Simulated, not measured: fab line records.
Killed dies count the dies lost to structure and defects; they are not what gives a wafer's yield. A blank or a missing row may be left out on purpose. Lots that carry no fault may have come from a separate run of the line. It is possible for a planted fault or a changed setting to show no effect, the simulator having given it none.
Which tool is to blame?	flow sky130	21 wafers from 7 lots sampled at 3 of the route's 708 steps

WHAT EACH GAUGE READ, for each wafer
SKY_NWELL_RS_MEAS_29: measurement is done with a four-point probe.
lot	measured	on	NWELL_RS (ohm/sq)
L875	day 5 19:04	film_metro-01	627.1 627.6 626.6
L878	day 6 09:35	film_metro-04	626.8 628.1 626.5
L883	day 7 15:04	film_metro-04	627.9 626.7 626.4
L886	day 8 13:10	film_metro-04	622.7 625.6 625.0
L893	day 10 02:07	film_metro-04	626.8 625.7 626.4
L895	day 10 15:25	film_metro-04	626.4 624.0 624.6
L897	day 11 07:35	film_metro-01	622.7 624.9 624.2

EACH LOT AND THE TOOL THAT RAN IT (in order: tool; ch and the chambers of the sampled wafers; start)
lot	SKY_NWELL_DEVELOP_22	SKY_NWELL_RTA_28
L875	litho_track-01 ch 0, day 5 18:00	rtp_anneal-01 ch 0, day 5 18:58
L878	litho_track-04 ch 0, day 6 08:00	rtp_anneal-01 ch 0, day 6 09:29
L883	litho_track-01 ch 0, day 7 14:00	rtp_anneal-01 ch 0, day 7 14:58
L886	litho_track-01 ch 0, day 8 12:00	rtp_anneal-02 ch 0, day 8 12:58
L893	litho_track-04 ch 0, day 10 01:00	rtp_anneal-01 ch 0, day 10 02:01
L895	litho_track-01 ch 0, day 10 14:00	rtp_anneal-02 ch 0, day 10 15:19
L897	litho_track-01 ch 0, day 11 06:00	rtp_anneal-01 ch 0, day 11 07:29
- SKY_NWELL_DEVELOP_22: develop time 60 s.
- SKY_NWELL_RTA_28: time 30 s.

THE ANSWER, worked out from the rows above alone
Rule: the usual values come from the lots themselves. Put in order of their means at a reading, lots are off if they are a third of the lots or fewer, leave a main group of 4 or more, and stand apart from it by a gap of 3 or more times the standard deviation of the main group's means; of several such gaps the widest counts. If all means in a main group match to the digits the tables above print for the reading, that group is not used. A lot without any number at a reading at which 4 lots or more have one is off too. The other lots that the step has rows for count as sound.
None of the lots is off at any reading shown; this tells nothing.

WHAT THE SIMULATOR HAD INSERTED
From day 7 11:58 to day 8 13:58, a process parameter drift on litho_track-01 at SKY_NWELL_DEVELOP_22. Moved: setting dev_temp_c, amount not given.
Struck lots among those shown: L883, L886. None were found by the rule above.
